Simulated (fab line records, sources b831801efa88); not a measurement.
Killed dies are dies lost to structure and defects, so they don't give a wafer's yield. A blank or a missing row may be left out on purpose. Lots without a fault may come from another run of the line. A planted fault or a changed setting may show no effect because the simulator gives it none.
Chamber matching | flow gf180mcu | GF_V2_CVD_02 on pecvd-02: 3 sister chambers
The step deposits SiO2 from TEOS, target thk 850 nm, time 94.851 s. 16 wafers are shown with their chamber, then 8 later ones without.

WAFERS WITH THEIR CHAMBER
wafer  | chamber | heater_power_w (W)
L076.1 | 2       | 987
L076.3 | 0       | 634
L076.6 | 0       | 505
L085.1 | 2       | 989
L085.2 | 1       | 703
L085.6 | 0       | 591
L086.3 | 2       | 1018
L086.4 | 2       | 838
L086.6 | 1       | 680
L088.2 | 1       | 702
L088.4 | 2       | 1036
L088.6 | 0       | 638
L089.2 | 1       | 663
L089.3 | 2       | 1054
L089.4 | 1       | 684
L090.3 | 1       | 691

SIGNATURES (means of the wafers above)
reading        | chamber 0 | chamber 1 | chamber 2 | scatter within a chamber
heater_power_w | 592.00    | 687.17    | 987.00    | 57.3
Rule: a wafer's distance from a chamber is the root of the sum, over the readings, of the square of ((its reading less the chamber's mean) divided by the reading's scatter). The wafer belongs to the nearest chamber; if the next one is less than 2 further off, it can't be placed. The scatter: the root of (the sum of the squares of (reading less its chamber's mean) over the shown wafers, divided by (wafers less chambers)).

WAFERS WITHOUT THEIR CHAMBER
wafer  | heater_power_w (W)
L090.4 | 1005
L090.5 | 816
L091.1 | 986
L091.5 | 552
L091.6 | 844
L093.2 | 880
L093.4 | 519
L093.6 | 934

WHICH CHAMBER EACH WENT THROUGH
wafer  | from the rows above          | in truth
L090.4 | 2                            | 2
L090.5 | can't be placed: 1 or 2 or 0 | 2
L091.1 | 2                            | 2
L091.5 | can't be placed: 0 or 1      | 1
L091.6 | can't be placed: 2 or 1 or 0 | 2
L093.2 | can't be placed: 2 or 1      | 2
L093.4 | can't be placed: 0 or 1      | 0
L093.6 | 2                            | 2
Placed correctly: 3 of 8. Can't be placed from these rows: 5 (the true chamber is among the candidates in 5). Placed wrongly: 0.
